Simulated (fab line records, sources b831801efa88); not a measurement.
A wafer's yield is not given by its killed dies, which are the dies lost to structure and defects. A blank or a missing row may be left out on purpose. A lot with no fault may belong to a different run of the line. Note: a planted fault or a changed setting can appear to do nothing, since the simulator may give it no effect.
fab line records	flow gf180mcu
record: lots: 15	wafers: 45	last-day: 34
route steps=602 shown STI@2 LVPWELL@65 MVPSD@88 HV_LDD@183
lots that met no fault: from a run of the same line without faults
start-h: hours from the record's first day to the start of the lot's first wafer shown	wait-h: hours since the lot's step before	" same as the row above	L1.1+2: one row covering several wafers at once	- either no value or no given start	* or withheld: withheld	< > ~ a bound
route shown NAME@n: a module of which the file shows steps, and the number in the route of the first	usual: mean/standard deviation of fault-free wafers	same: alike in all rows	chamber/n: place in a boat	sites: per-site readings	_std_site: standard deviation of those values	_edge_site: the outer-site mean with the inner-site mean subtracted	radius-mm: for every site, how far away it sits from the centre of the wafer	mask NAME#n: copy n	behind: the tool/chamber that last shaped the wafer	hold: reason for holding the lot/hours on hold/outcome of the hold	device: whichever transistor did not switch (one of n, p or np)	end of line: the tests these same wafers got at the end of their route	for a step that has no rows: nothing shown but its recipe	killed: at the first sort, the dies lost to defects and structure; wafer yield is something else	map: shows each die of a wafer: x if killed, . if not, _ if none is there
set.NAME: the setting as run; set.NAME@STEP: as run at that earlier step	model.NAME: the simulator's own value behind a step, which no gauge read
route steps across a sampled set of lots; one table per step, one row per wafer
services: when a tool's chamber went out of use (start-h, in hours from the record's first day, below 0 if earlier), for how many hours, and the reason
== steps ==
step: GF_STI_OXIDATION_01
recipe: temp-c: 900	ambient: O2	stabilise-s: 600	purge-s: 300	target-thk-a: 100	ox-time-s: 1418
usual: ox-temp-c: 900.1/0.37	ox-temp-c-max: 905.4/1.3	zone-power-centre-pct: 20.0/1.1	zone-power-upper-pct: 19.7/0.81
lot.wafer	tool	chamber	start-h	wait-h	ox-temp-c	ox-temp-c-max	zone-power-centre-pct	zone-power-upper-pct
L302.3	furnace-02	0	10.12	0.1	899.3	903.6	21.3	20.7
L302.5	"	0	"	"	899.5	903.5	21.3	20.4
L302.6	"	0	"	"	899.5	903.3	21.8	21.0
L303.1	furnace-01	0	15.48	0.5	900.2	907.6	19.2	19.0
L303.2	"	0	"	"	900.2	906.3	19.4	19.4
L303.5	"	0	"	"	900.7	906.8	19.1	19.1
L304.2	furnace-01	0	21.42	1.4	900.5	906.7	19.3	19.2
L304.4	"	0	"	"	900.1	906.0	19.4	19.0
L304.5	"	0	"	"	899.6	905.8	19.2	19.4
L306.2	furnace-01	0	30.99	1.0	900.4	905.7	18.9	19.0
L306.3	"	0	"	"	900.6	906.4	19.1	19.2
L306.4	"	0	"	"	900.0	904.7	19.1	19.4
L307.1	furnace-01	0	35.12	0.1	900.0	906.7	19.4	19.0
L307.4	"	0	"	"	899.8	906.9	19.2	19.3
L307.5	"	0	"	"	900.2	905.5	19.2	18.7
L308.1	furnace-02	0	40.13	0.1	899.8	903.4	21.5	20.8
L308.4	"	0	"	"	900.5	904.6	21.2	20.9
L308.5	"	0	"	"	900.2	904.2	21.7	20.9
L310.1	furnace-02	0	50.56	0.5	900.3	904.1	21.6	20.7
L310.2	"	0	"	"	900.1	903.5	21.5	21.0
L310.3	"	0	"	"	900.1	903.2	21.5	20.5
L311.1	furnace-01	0	56.23	1.2	900.2	905.3	19.4	19.2
L311.2	"	0	"	"	900.0	908.6	18.7	19.0
L311.6	"	0	"	"	900.7	907.8	18.9	18.9
L313.1	furnace-01	-	65.35	0.3	-	-	-	-
L313.3	"	-	"	"	-	-	-	-
L313.4	"	-	"	"	-	-	-	-
L314.4	furnace-02	-	70.12	0.0	-	-	-	-
L314.5	"	-	"	"	-	-	-	-
L314.6	"	-	"	"	-	-	-	-
L315.1	furnace-01	-	76.03	1.0	-	-	-	-
L315.5	"	-	"	"	-	-	-	-
L315.6	"	-	"	"	-	-	-	-
L320.1	furnace-01	0	100.12	0.1	899.5	905.0	19.1	19.2
L320.3	"	0	"	"	899.8	905.6	19.2	19.0
L320.6	"	0	"	"	900.0	904.6	19.0	19.2
L321.3	furnace-01	0	105.12	0.1	900.1	905.2	19.1	19.0
L321.5	"	0	"	"	900.6	906.7	19.6	19.3
L321.6	"	0	"	"	900.3	905.8	19.0	19.0
L322.1	furnace-02	0	110.12	0.1	899.0	903.1	21.4	20.7
L322.2	"	0	"	"	900.0	905.2	21.6	20.6
L322.5	"	0	"	"	899.4	903.9	21.5	21.0
L324.1	furnace-01	0	120.84	0.8	899.9	905.4	18.8	19.1
L324.2	"	0	"	"	899.5	904.8	19.3	19.0
L324.5	"	0	"	"	900.6	907.3	19.2	18.9
step: GF_LVPWELL_TW_MEAS_11
usual: LVPWELL_TW: 569/6.2
lot.wafer	tool	chamber	start-h	wait-h	LVPWELL_TW
L302.3	film-metro-03	-	69.39	0.1	574
L302.5	"	-	"	"	574
L302.6	"	-	"	"	574
L303.1	film-metro-03	-	77.76	0.1	572
L303.2	"	-	"	"	575
L303.5	"	-	"	"	575
L304.2	film-metro-04	-	82.17	0.1	559
L304.4	"	-	"	"	557
L304.5	"	-	"	"	558
L306.2	film-metro-03	-	92.62	0.1	575
L306.3	"	-	"	"	572
L306.4	"	-	"	"	573
L307.1	film-metro-03	-	98.71	0.1	568
L307.4	"	-	"	"	566
L307.5	"	-	"	"	573
L308.1	film-metro-03	-	102.47	0.1	570
L308.4	"	-	"	"	572
L308.5	"	-	"	"	569
L310.1	film-metro-03	-	115.22	0.1	572
L310.2	"	-	"	"	572
L310.3	"	-	"	"	574
L311.1	film-metro-03	-	121.42	0.1	571
L311.2	"	-	"	"	570
L311.6	"	-	"	"	567
L320.1	film-metro-01	-	172.00	0.1	568
L320.3	"	-	"	"	570
L320.6	"	-	"	"	568
L321.3	film-metro-03	-	176.09	0.1	580
L321.5	"	-	"	"	576
L321.6	"	-	"	"	575
L322.1	film-metro-03	-	180.82	0.1	576
L322.2	"	-	"	"	571
L322.5	"	-	"	"	574
L324.1	film-metro-04	-	200.80	0.1	558
L324.2	"	-	"	"	559
L324.5	"	-	"	"	558
step: GF_MVPSD_STRIP_10
recipe: chemistry: O2/N2	power-w: 1400	pressure-mtorr: 1500	platen-temp-c: 250	o2-flow-sccm: 3000	n2-flow-sccm: 300	overash-fraction: 0.5
usual: drypump-motor-current-A: 5.6/0.6	heater-power-w: 330/31	oes-product-au: 0.723/0.0046	strip-time-to-endpoint-s: 36.94/0.084
lot.wafer	tool	chamber	start-h	wait-h	drypump-motor-current-A	heater-power-w	oes-product-au	rf-hours-counter-h	strip-time-to-endpoint-s
L302.3	plasma-asher-03	1	97.46	0.1	5.8	334	0.723	-	36.99
L302.5	"	0	"	"	4.8	324	0.722	-	37.00
L302.6	"	1	"	"	5.8	339	0.724	-	36.85
L303.1	plasma-asher-04	0	106.41	0.1	5.9	286	0.732	29	36.97
L303.2	"	1	"	"	6.0	376	0.724	29	36.87
L303.5	"	0	"	"	5.9	292	0.724	-	36.96
L304.2	plasma-asher-04	0	111.31	0.1	5.9	287	0.722	29	36.95
L304.4	"	1	"	"	6.0	381	0.715	-	36.89
L304.5	"	1	"	"	6.0	373	0.725	-	36.87
L306.2	plasma-asher-04	0	122.77	0.1	5.9	291	0.720	31	37.03
L306.3	"	0	"	"	5.9	286	0.719	-	37.10
L306.4	"	1	"	"	6.0	373	0.724	-	37.05
L307.1	plasma-asher-04	0	128.17	0.1	5.9	285	0.719	32	36.85
L307.4	"	0	"	"	5.9	289	0.723	-	36.90
L307.5	"	0	"	"	5.9	296	0.727	-	36.89
L308.1	plasma-asher-03	1	133.57	0.1	5.8	333	0.718	51	36.78
L308.4	"	0	"	"	4.8	331	0.721	-	36.75
L308.5	"	1	"	"	5.8	334	0.717	-	36.87
L310.1	plasma-asher-04	1	145.82	0.1	6.0	384	0.735	33	37.00
L310.2	"	0	"	"	5.9	288	0.727	33	37.01
L310.3	"	0	"	"	5.9	283	0.722	-	36.96
L311.1	plasma-asher-04	0	152.07	0.1	5.9	290	0.715	34	36.99
L311.2	"	1	"	"	6.0	378	0.726	34	36.97
L311.6	"	0	"	"	5.9	287	0.717	-	36.98
L320.1	plasma-asher-02	1	206.77	0.1	4.7	289	0.721	55	36.83
L320.3	"	1	"	"	4.7	301	0.724	-	36.98
L320.6	"	0	"	"	6.3	354	0.727	-	37.03
L321.3	plasma-asher-03	1	210.01	0.1	5.8	331	0.721	-	36.95
L321.5	"	0	"	"	4.8	332	0.727	-	36.85
L321.6	"	1	"	"	5.8	326	0.721	-	36.90
L322.1	plasma-asher-04	0	214.75	0.1	5.9	295	0.721	41	36.91
L322.2	"	1	"	"	6.0	377	0.718	41	36.98
L322.5	"	1	"	"	6.0	372	0.712	-	37.02
L324.1	plasma-asher-02	1	235.95	0.1	4.7	286	0.726	58	36.93
L324.2	"	0	"	"	6.4	364	0.722	58	36.83
L324.5	"	0	"	"	6.4	350	0.728	-	36.83
step: GF_HV_LDD_CD_MEAS_07
recipe: target-cd-nm: 400
usual: cd-nm: 400.3/1.7
lot.wafer	tool	chamber	start-h	wait-h	cd-nm
L302.3	cd-sem-01	-	218.73	0.1	398.7
L302.5	"	-	"	"	397.6
L302.6	"	-	"	"	397.7
L303.1	cd-sem-02	-	229.29	0.1	399.5
L303.2	"	-	"	"	398.8
L303.5	"	-	"	"	397.9
L304.2	cd-sem-02	-	233.24	0.1	401.1
L304.4	"	-	"	"	399.2
L304.5	"	-	"	"	401.9
L306.2	cd-sem-01	-	254.06	0.1	398.9
L306.3	"	-	"	"	397.5
L306.4	"	-	"	"	399.4
L307.1	cd-sem-02	-	254.47	0.1	403.5
L307.4	"	-	"	"	402.7
L307.5	"	-	"	"	404.2
L308.1	cd-sem-02	-	267.57	0.1	401.1
L308.4	"	-	"	"	400.5
L308.5	"	-	"	"	399.8
L310.1	cd-sem-02	-	275.72	0.1	400.2
L310.2	"	-	"	"	396.6
L310.3	"	-	"	"	398.6
L311.1	cd-sem-01	-	290.47	0.1	399.4
L311.2	"	-	"	"	400.2
L311.6	"	-	"	"	398.4
L320.1	cd-sem-01	-	349.92	0.1	398.9
L320.3	"	-	"	"	397.9
L320.6	"	-	"	"	399.6
L321.3	cd-sem-02	-	359.67	0.1	401.6
L321.5	"	-	"	"	403.4
L321.6	"	-	"	"	402.6
L322.1	cd-sem-01	-	365.67	0.1	399.9
L322.2	"	-	"	"	401.7
L322.5	"	-	"	"	398.4
L324.1	cd-sem-01	-	390.47	0.1	395.8
L324.2	"	-	"	"	398.8
L324.5	"	-	"	"	397.4
== services ==
tool	chamber	start-h	hours	kind
furnace-02	-	17.30	3.0	pm
plasma-asher-03	-	41.43	5.5	repair
plasma-asher-03	-	106.92	4.3	repair
plasma-asher-02	-	117.80	11.3	repair
furnace-01	-	132.12	2.5	pm
plasma-asher-04	-	141.80	3.8	repair
plasma-asher-03	-	144.20	1.6	repair
furnace-02	-	184.25	3.5	pm
furnace-01	-	204.95	3.2	pm
plasma-asher-04	-	226.56	9.7	repair
furnace-02	-	231.09	27.4	pm
== key ==
first-sign: step: GF_STI_OXIDATION_01	reading: tool-record	direction: missing
effect none on later readings
met-at GF_STI_OXIDATION_01
struck-lots L313,L314,L315
later-rows-left-out L313.1,L313.3,L313.4,L314.4,L314.5,L314.6,L315.1,L315.5,L315.6
sort-left-out L313.1,L313.3,L313.4,L314.4,L314.5,L314.6,L315.1,L315.5,L315.6
tester-left-out L313,L314,L315
not-acting-at GF_LVPWELL_TW_MEAS_11,GF_MVPSD_STRIP_10,GF_HV_LDD_CD_MEAS_07
onset-between 56.23 65.35
fault: kind: skipped-step-whole	tool: furnace-01,furnace-02	chamber: -	onset-h: 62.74	steps: GF_STI_OXIDATION_01	scope: struck-lots-only
tester-left-out: of these lots the tester's yield and bins aren't shown, on N5 and GAA mostly nor the transistor test; their killed dies are dies lost to structure and defects alone, not to doping, threshold or leakage, so they don't give the yield
sort-left-out: the simulated sort isn't trusted on such a fault, so these wafers' sort isn't shown, and their yield isn't known
later-rows-left-out: the simulator's readings of these wafers behind a module that went badly wrong aren't trusted and aren't shown, but for the sort
